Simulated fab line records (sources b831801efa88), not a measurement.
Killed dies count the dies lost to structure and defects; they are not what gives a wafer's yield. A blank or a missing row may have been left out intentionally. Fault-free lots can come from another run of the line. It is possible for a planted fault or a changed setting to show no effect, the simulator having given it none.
Problem report, 8D (eight disciplines) form, completed by code :: flow sfq line :: the parts of the form that need people (team, actions taken, sign-off) are left out

## 1. WHAT WENT WRONG
At SFQ_TRILAYER_I2_VIA_LITHO_PEB_070, heater power total W averages 67.91 W over 6 wafers from 2 lots, while fault-free wafers read 79.14 W, standard deviation 0.077. That is -99 or more standard deviations from the usual mean.
The step: peb time 60 s.
Seen first at day 29 00:23 on litho track-03, wafer L599.1. The record holds 42 wafers of 14 lots with a number at this step. By rule, "out" or "out of limits" means more than 4 standard deviations away from the usual mean. Any other wafer with a number is counted as sound.

## 2. WHAT IT IS AND WHAT IT IS NOT
question: which readings at this step
is: heater power total W, plate temp C
is not: -

question: which lots
is: L599, L600
is not: L588, L589, L590, L592, L596, L598, L601, L604, L607, L608, L609, L610

question: which wafers of those lots
is: all that have a number
is not: -

question: read on which tools
is: litho track-03
is not: litho track-01, litho track-02

question: when
is: from day 29 00:23
is not: up to then (18 sound wafers); but 18 sound wafers of L601, L604, L607, L608, L609, L610 came after

## 3. THE SUSPECTS, EACH WITH WHAT RULES IT OUT
Counting: a tool at a process step up to the reading stays a suspect if it ran every lot that is out and no sound lot after the first of them.
- litho track-03 at SFQ_TRILAYER_I2_VIA_LITHO_PEB_070 (peb time 60 s): ruled out as a lasting fault. Sound lots L607, L609, L610 ran on it after its first lot that is out, L599 (day 29 00:23).
Left after counting: nothing in the record.

## 4. THE CAUSE (what the simulator had put in)
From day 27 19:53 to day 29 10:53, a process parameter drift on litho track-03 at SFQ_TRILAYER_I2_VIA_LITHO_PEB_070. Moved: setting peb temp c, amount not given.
Counting ruled it out, wrongly.

## 5. THE EFFECT CHAIN, in route order
Each row: a reading whose mean over the struck wafers that have a number lies more than 3 standard deviations from the usual. Readings are gone through only where the record gives a usual standard deviation; hours: the median, over the lots, of the time from a lot's start at the first step in this table giving one to that lot's start at this step; sigmas: the change measured in usual standard deviations.
hours: 0
step: SFQ_TRILAYER_I2_VIA_LITHO_PEB_070
reading: heater power total W
usual: 79.14 W
on struck wafers: 67.91
change: -11.23
sigmas: -99 or more

hours: 0
step: SFQ_TRILAYER_I2_VIA_LITHO_PEB_070
reading: plate temp C
usual: 115.03 C
on struck wafers: 102.68
change: -12.35
sigmas: -99 or more
It contains these process steps:
- SFQ_TRILAYER_I2_VIA_LITHO_PEB_070: peb time 60 s.

## 6. HOW IT WOULD HAVE BEEN CAUGHT EARLIER
First out-of-limits reading in this record: day 29 00:23, which is 29 hours after fault onset at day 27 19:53.
